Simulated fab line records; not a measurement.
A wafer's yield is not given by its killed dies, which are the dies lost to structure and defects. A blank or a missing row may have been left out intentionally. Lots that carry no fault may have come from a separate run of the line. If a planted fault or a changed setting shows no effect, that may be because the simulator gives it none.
Struck lot and sound lot, side by side    flow sky130    43 steps out of a route of 708
Sound: the wafers L500.1, L500.2, L500.3. Wafers L516.2, L516.3, L516.5 were the ones struck. The cause is named last.
Each step with rows lists, per side, the tool, then ch with its chambers, then its first start. Under that, the readings that differ: sound wafers    struck wafers    difference of the means    sigmas: that difference in standard deviations of wafers without a fault.
alike: words and numbers the same on both sides, and readings whose means are apart by under 2 such deviations; not compared: readings that were withheld, readings missing a value for some wafer, numbers with overlapping values and no deviation given by the record, and bounds like >300 which may hide the same value.
The two part at a step that has a row with sigmas, a row that says differs or no value, or rows on one side only. Non-overlapping numbers with no deviation appear without sigmas and do not part them. Lack of a reading on every wafer of one side parts them only where that side has two or more wafers.

first, 6 steps without rows for these wafers: SKY_VIA2_STRIP_16 (strips in O2/N2); SKY_VIA2_STRIP_17 (strips in post etch residue remover, time 1200 s); SKY_VIA2_CLEAN_18 (cleans in IPA, time 180 s); SKY_VIA2_CLEAN_19 (cleans in O3/DIW); SKY_VIA2_SPUTTER_20 (material TiN, target thk 20 nm, time 80 s); SKY_VIA2_CVD_21 (deposits W, target thk 420 nm, time 126.4 s).
SKY_VIA2_RS_MEAS_22: a four-point-probe measurement.
  struck on film_metro-02, day 42 01:02; sound on film_metro-02, day 37 01:50
  alike: VIA2_W_RS
SKY_VIA2_THK_MEAS_23: measures by xrf.
  struck on film_metro-02, day 42 01:08; sound on film_metro-02, day 37 01:57
  alike: VIA2_W_THK
SKY_VIA2_CMP_24: polishes, stops on SiO2, t overpolish 20 s, target thk 0 nm.
  sound on cmp-01 ch 1,2,3, day 37 02:32; struck on cmp-01 ch 0,1,2, day 42 01:14
  alike: motor_current_A, overpolish_run_s, platen_rpm, slurry_flow_ml_min, time_to_endpoint_s
SKY_METAL3_SPUTTER_00: material Ti, target thk 15 nm, time 10 s.
  struck on pvd_sputter-04, day 42 01:29; sound on pvd_sputter-03, day 37 02:50
  alike: throttle_valve_pct
SKY_METAL3_SPUTTER_01: material TiN, target thk 20 nm, time 16.7 s.
  struck on pvd_sputter-04, day 42 01:31; sound on pvd_sputter-03, day 37 02:52
  alike: throttle_valve_pct
then, 1 step without rows for these wafers: SKY_METAL3_SPUTTER_02 (material AlCu, target thk 735 nm, time 39.1 s).
SKY_METAL3_SPUTTER_03: material Ti, target thk 5 nm, time 3.3 s.
  struck on pvd_sputter-04, day 42 01:35; sound on pvd_sputter-03, day 37 02:55
  alike: throttle_valve_pct
SKY_METAL3_SPUTTER_04: material TiN, target thk 70 nm, time 58.3 s.
  struck on pvd_sputter-04, day 42 01:36; sound on pvd_sputter-03, day 37 02:56
  alike: throttle_valve_pct
then, 1 step without rows for these wafers: SKY_CAPM_CVD_00 (deposits SiO2, target thk 15.5 nm).
SKY_CAPM_THK_MEAS_01:
  struck on film_metro-02, day 42 01:41; sound on film_metro-04, day 37 03:01
  alike: CAPM_CVD_00_THK
SKY_CAPM_SPUTTER_02: material TiN, target thk 200 nm, time 166.7 s.
  struck on pvd_sputter-02, day 42 01:44; sound on pvd_sputter-01, day 37 03:04
  alike: throttle_valve_pct
SKY_CAPM_RS_MEAS_03: a four-point-probe measurement.
  struck on film_metro-04, day 42 01:52; sound on film_metro-02, day 37 03:11
  alike: CAPM_TIN_RS
SKY_CAPM_THK_MEAS_04: measures by xrf.
  struck on film_metro-04, day 42 01:58; sound on film_metro-02, day 37 03:18
  alike: CAPM_TIN_THK
then, 7 steps without rows for these wafers: SKY_CAPM_DEHYDRATE_05 (time 60 s); SKY_CAPM_HMDS_06 (prime time 60 s); SKY_CAPM_COAT_07 (resist thk 1140 nm); SKY_CAPM_SOFTBAKE_08 (time 60 s); SKY_CAPM_EXPOSE_09 (exposes mask CAPM, target cd 1000 nm); SKY_CAPM_PEB_10; SKY_CAPM_DEVELOP_11 (develop time 60 s).
SKY_CAPM_OVL_MEAS_12:
  struck on overlay-02, day 43 00:16; sound on overlay-01, day 38 04:45
  alike: CAPM_OVL
then, 13 steps without rows for these wafers: SKY_CAPM_METAL_ETCH_13 (etches TiN in Cl2/BCl3, stops on SiO2, target depth 220 nm, time 62.9 s); SKY_CAPM_STRIP_14 (strips in O2/N2); SKY_CAPM_STRIP_15 (strips in post etch residue remover, time 1200 s); SKY_CAPM_CLEAN_16 (cleans in IPA, time 180 s); SKY_CAPM_CLEAN_17 (cleans in O3/DIW); SKY_METAL3_DEHYDRATE_05 (time 60 s); SKY_METAL3_HMDS_06 (prime time 60 s); SKY_METAL3_COAT_07 (resist thk 60 nm); SKY_METAL3_COAT_08 (resist thk 1140 nm); SKY_METAL3_SOFTBAKE_09 (time 90 s); SKY_METAL3_EXPOSE_10 (exposes mask MM3, target cd 300 nm); SKY_METAL3_PEB_11; SKY_METAL3_DEVELOP_12 (develop time 60 s).
SKY_METAL3_CD_MEAS_13: target cd 300 nm.
  struck on cd_sem-02, day 43 23:45; sound on cd_sem-01, day 39 06:09
  alike: cd_nm
SKY_METAL3_OVL_MEAS_14:
  struck on overlay-01, day 43 23:51; sound on overlay-02, day 39 06:16
reading          sound    struck  difference  sigmas
METAL3_OVL (nm)  1 -6 -3  13 9 6  +12         +2
-- the record jumps here: 6 days lie between the struck wafers' starts before and after (it left off in module METAL3 and takes up again in module PAD_OPEN, whose first step shown is number 708 of the route) --
SKY_PAD_OPEN_PROBE_99:
  struck on prober-02, day 50 04:50; sound on prober-02, day 46 07:33
reading                                sound             struck                                                                      difference                    sigmas
hold                                   - - -             await_dispo/1.7h/release await_dispo/1.7h/release await_dispo/1.7h/release  no value on the sound wafers  
defect_limited_yield (%)               78.7 80.9 81.3    73.4 75.0 71.3                                                              -7.1                          -4
killed_at_M0_to_M3                     50 56 39          91 88 102                                                                   +45                           +7
killed_dies                            105 94 92         131 123 141                                                                 +35                           +4
killed_open                            63 47 50          36 32 49                                                                    -14                           -2
sort_bin_3_pad_short (%)               1.2 1.0 1.8       3.5 3.7 3.3                                                                 +2.2                          +5
sort_bin_5_function (%)                12.0 10.8 8.7     17.3 15.0 18.9                                                              +6.6                          +4
sort_n_pass                            387 398 400       361 369 351                                                                 -35                           -4
sort_yield_pct (%)                     78.7 80.9 81.3    73.4 75.0 71.3                                                              -7.1                          -4
model.etest.tester.sort_n_pass         387 398 400       361 369 351                                                                 -35                           
model.etest.tester.sort_yield_pct (%)  78.66 80.89 81.3  73.37 75 71.34                                                              -7.05                         
model.etest.tester.sort_bin_5_pct (%)  11.99 10.77 8.74  17.28 15.04 18.9                                                            +6.57                         
model.etest.tester.sort_bin_3_pct (%)  1.22 1.016 1.829  3.455 3.659 3.252                                                           +2.100                        
  alike: killed_at_M4_up, killed_at_contacts, killed_at_front_end, killed_at_other, killed_short, sort_bin_6_memory

== WHERE THEY PART ==
Last at SKY_PAD_OPEN_PROBE_99 as far as this record goes, first at SKY_METAL3_OVL_MEAS_14.

WHY: the cause the simulator had injected
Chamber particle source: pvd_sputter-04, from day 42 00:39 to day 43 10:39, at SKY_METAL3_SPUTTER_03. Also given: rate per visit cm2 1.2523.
